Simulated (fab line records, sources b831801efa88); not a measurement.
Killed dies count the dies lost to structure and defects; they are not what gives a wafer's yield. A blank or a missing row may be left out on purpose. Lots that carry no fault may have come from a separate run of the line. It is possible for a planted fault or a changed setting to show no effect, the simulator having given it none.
One fault seen from 2 desks :: flow sky130 :: each desk holds nothing but its own numbers, with what lay behind them at the end

== AT THE METROLOGY DESK ==
What the gauges read, lot by lot, whatever tool the lot ran on: means of the sampled wafers that have a number. The brackets show how far a lot's mean lies from the usual mean; more than 4 standard deviations puts the lot out of limits, marked OUT.
Columns: A = VT_ADJUST_HVTP_TW at SKY_VT_ADJUST_HVTP_TW_MEAS_11, usual 1368
lot: L722
first seen here: day 6 12:49
A: 1361

lot: L723
first seen here: day 6 16:09
A: 1407

lot: L725
first seen here: day 7 16:17
A: 1345

lot: L727
first seen here: day 8 00:56
A: 1394

lot: L728
first seen here: day 8 12:10
A: 1345

lot: L729
first seen here: day 8 18:50
A: 1354

lot: L733
first seen here: day 9 23:34
A: 1392

lot: L735
first seen here: day 10 08:39
A: 1349

lot: L737
first seen here: day 10 13:07
A: 1405

lot: L739
first seen here: day 11 04:04
A: 1344

lot: L740
first seen here: day 11 10:25
A: 1394

lot: L741
first seen here: day 11 10:43
A: 1340
This desk's finding: nothing out of limits on any of the 12 lots.

== DESK OF THE TOOL OWNER: rie_si-01 ==
The tool's own readings at SKY_FIELD_ISO_ETCH_17 (etches Si in HBr/Cl2/O2, target depth 342 nm, time 97.7 s): means of the sampled wafers that have a number, for each lot that ran on this tool. The brackets show how far a lot's mean lies from the usual mean; more than 4 standard deviations puts the lot out of limits, marked OUT.
Columns: A = HBr_flow_sccm at SKY_FIELD_ISO_ETCH_17, usual 150.0 sccm; B = bias_w at SKY_FIELD_ISO_ETCH_17, usual 150.1 W; C = drypump_motor_current_A at SKY_FIELD_ISO_ETCH_17, usual 5.8 A; D = oes_product_au at SKY_FIELD_ISO_ETCH_17, usual 0.996 a.u.; E = rf_fwd_power_W at SKY_FIELD_ISO_ETCH_17, usual 595.4 W; F = throttle_valve_pct at SKY_FIELD_ISO_ETCH_17, usual 25.660 %
lot: L723
first seen here: day 2 21:05
A: 150.0
B: 149.8
C: 6.1
D: 0.998
E: 594.4
F: 25.667

lot: L725
first seen here: day 3 06:35
A: 149.8
B: 150.7
C: 5.2
D: 0.991
E: 594.7
F: 25.661

lot: L728
first seen here: day 4 01:37
A: 150.1
B: 150.2
C: 5.6
D: 0.998
E: 596.1
F: 25.657

lot: L733
first seen here: day 5 02:17
A: 150.3
B: 149.9
C: 6.0
D: 0.994
E: 594.9
F: 25.666

lot: L735
first seen here: day 5 14:14
A: 149.7
B: 155.7 (+13) OUT
C: 5.5
D: 0.995
E: 596.0
F: 25.665

lot: L737
first seen here: day 5 23:41
A: 150.4
B: 155.7 (+13) OUT
C: 5.5
D: 0.993
E: 594.9
F: 25.669
This desk finds L735, L737 out of limits, L735 being first, at day 5 14:14 (bias_w at SKY_FIELD_ISO_ETCH_17). L723, L725, L728, L733: within limits.

== ALL TOGETHER ==
On L735, L737, at day 5 14:14, an alarm was possible from the tool owner's desk.
From the metrology desk's view, nothing was out of limits.
The metrology desk has L735, L737 on record, within its limits.
The lots listed all ran SKY_FIELD_ISO_ETCH_17 on rie_si-01.

== WHAT WAS PUT IN BY THE SIMULATOR ==
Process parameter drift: rie_si-01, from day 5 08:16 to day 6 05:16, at SKY_FIELD_ISO_ETCH_17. From 150, the setting bias_w moved by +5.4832. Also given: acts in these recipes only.
Lots struck among those shown: L735, L737.
How many hours passed from the start of the fault until each desk's first out-of-limits reading: the tool owner's desk, 6.
